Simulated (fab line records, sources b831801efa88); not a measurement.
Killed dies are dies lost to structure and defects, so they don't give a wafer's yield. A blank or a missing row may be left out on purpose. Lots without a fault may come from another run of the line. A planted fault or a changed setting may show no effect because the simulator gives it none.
A struck lot beside a sound one | flow gf180mcu | 43 steps out of a route of 602
Sound: wafers L326.2, L326.3, L326.6. Struck: wafers L340.1, L340.3, L340.5. The cause comes at the end.
At each step with rows: each side's tool, then ch and its chambers, then its first start. Under that, the readings that differ: sound wafers | struck wafers | difference of the means | sigmas: that difference in standard deviations of wafers without a fault.
alike: readings whose means differ by less than 2 such deviations, and words and numbers that are the same on both sides. not compared: withheld readings, readings that some wafer has no value for, bounds like >300 that may hide the same value, and numbers for which the record gives no deviation and whose values overlap.
The two part at a step that has a row with sigmas, a row that says differs or no value, or rows on one side only. Numbers that don't overlap but have no deviation are shown without sigmas and don't part them. A reading that every wafer of one side lacks parts them only if that side has two wafers or more.

first, 5 steps without rows for these wafers: GF_V4_STRIP_19 (strips in post etch residue remover, time 1200 s); GF_V4_CLEAN_20 (cleans in DIW); GF_V4_SPUTTER_21 (material Ti, target thk 15 nm, time 80.02 s); GF_V4_SPUTTER_22 (material TiN, target thk 10 nm, time 40 s); GF_V4_CVD_23 (deposits W, target thk 350 nm, time 104.9 s).
GF_V4_RS_MEAS_24: measures by four-point-probe.
  sound on film_metro-04, day 24 08:51; struck on film_metro-04, day 29 00:22
  alike: V4_W_RS
GF_V4_THK_MEAS_25: measures by xrf.
  sound on film_metro-04, day 24 08:58; struck on film_metro-04, day 29 00:29
  alike: V4_W_THK
then, 1 step without rows for these wafers: GF_V4_CMP_26 (polishes, stops on SiO2, t overpolish 15 s, target thk 0 nm).
GF_MIM_SPUTTER_00: material Ti, target thk 37.5 nm, time 150 s.
  sound on pvd_sputter-03, day 24 09:20; struck on pvd_sputter-03, day 29 03:24
  alike: throttle_valve_pct
GF_MIM_SPUTTER_01: material TiN, target thk 30 nm, time 25 s.
  sound on pvd_sputter-03, day 24 09:26; struck on pvd_sputter-03, day 29 03:30
  alike: throttle_valve_pct
GF_MIM_SPUTTER_02: material AlCu, target thk 450 nm, time 23.9 s.
  sound on pvd_sputter-03, day 24 09:28; struck on pvd_sputter-03, day 29 03:32
  alike: throttle_valve_pct
then, 1 step without rows for these wafers: GF_MIM_SPUTTER_03 (material Ti, target thk 10 nm, time 6.7 s).
GF_MIM_SPUTTER_04: material TiN, target thk 50 nm, time 41.7 s.
  sound on pvd_sputter-03, day 24 09:31; struck on pvd_sputter-03, day 29 03:35
  alike: throttle_valve_pct
then, 1 step without rows for these wafers: GF_MIM_CVD_05 (deposits Si3N4, target thk 42 nm, time 29.086 s).
GF_MIM_THK_MEAS_06:
  sound on film_metro-03, day 24 09:35; struck on film_metro-04, day 29 03:40
  alike: MIM_CVD_05_THK
then, 3 steps without rows for these wafers: GF_MIM_SPUTTER_07 (material TiN, target thk 60 nm, time 50 s); GF_MIM_SPUTTER_08 (material AlCu, target thk 200 nm, time 10.6 s); GF_MIM_SPUTTER_09 (material TiN, target thk 35 nm, time 29.2 s).
GF_MIM_RS_MEAS_10: measures by four-point-probe.
  sound on film_metro-02, day 24 09:46; struck on film_metro-04, day 29 03:49
  alike: MIM_ALCU_RS
GF_MIM_THK_MEAS_11: measures by xrf.
  sound on film_metro-02, day 24 09:52; struck on film_metro-04, day 29 03:56
  alike: MIM_ALCU_THK
then, 7 steps without rows for these wafers: GF_MIM_DEHYDRATE_12 (time 60 s); GF_MIM_HMDS_13 (prime time 60 s); GF_MIM_COAT_14 (resist thk 1000 nm); GF_MIM_SOFTBAKE_15 (time 60 s); GF_MIM_EXPOSE_16 (exposes mask FuseTop, target cd 2000 nm); GF_MIM_PEB_17; GF_MIM_DEVELOP_18 (develop time 60 s).
GF_MIM_METAL_ETCH_19: etches the open film in Cl2/BCl3, stops on Si3N4, target depth 324.5 nm, time 54.1 s.
  sound on rie_metal-04 ch 0,1, day 25 07:16; struck on rie_metal-02 ch 0,1, day 29 22:42
  alike: bias_w, chamber_pressure_mTorr, drypump_motor_current_A, oes_product_au, throttle_valve_pct
  not compared: rf_hours_counter_h
GF_MIM_STRIP_20: strips in O2/N2.
  sound on plasma_asher-03 ch 0,1, day 25 07:20; struck on plasma_asher-03 ch 0,1, day 29 22:46
  reading                      | sound             | struck            | difference | sigmas
  strip_time_to_endpoint_s (s) | 11.25 11.23 11.27 | 11.15 11.13 11.15 | -0.11      | -2
  alike: chamber_pressure_mTorr, drypump_motor_current_A, heater_power_w, oes_product_au
  not compared: rf_hours_counter_h
then, 9 steps without rows for these wafers: GF_MIM_STRIP_21 (strips in post etch residue remover, time 1200 s); GF_MIM_CLEAN_22 (cleans in DIW); GF_M5_DEHYDRATE_00 (time 60 s); GF_M5_HMDS_01 (prime time 60 s); GF_M5_COAT_02 (resist thk 1000 nm); GF_M5_SOFTBAKE_03 (time 60 s); GF_M5_EXPOSE_04 (exposes mask Metal5, target cd 280 nm); GF_M5_PEB_05 (peb time 90 s); GF_M5_DEVELOP_06 (develop time 60 s).
GF_M5_CD_MEAS_07: target cd 280 nm.
  sound on cd_sem-01, day 26 04:12; struck on cd_sem-01, day 30 17:45
  alike: cd_nm
GF_M5_OVL_MEAS_08:
  sound on overlay-02, day 26 04:19; struck on overlay-01, day 30 17:52
  alike: M5_OVL
then, 2 steps without rows for these wafers: GF_M5_ETCH_09 (etches Si3N4 in CF4/O2, target depth 52 nm, time 11.6 s); GF_M5_METAL_ETCH_10 (etches the open film in Cl2/BCl3, stops on SiO2, target depth 750.8 nm, time 125.1 s).
-- the record jumps here: 2 days lie between the struck wafers' starts before and after (it left off in module M5 and takes up again in module PASSIVATION, whose first step shown is number 602 of the route) --
GF_PASSIVATION_PROBE_99:
  the record has rows for the struck wafers here (prober-02, day 33 02:19) and none for the sound ones

WHERE THEY PART
First at GF_MIM_STRIP_20; last, within this record, at GF_PASSIVATION_PROBE_99.

WHY: what the simulator had put in
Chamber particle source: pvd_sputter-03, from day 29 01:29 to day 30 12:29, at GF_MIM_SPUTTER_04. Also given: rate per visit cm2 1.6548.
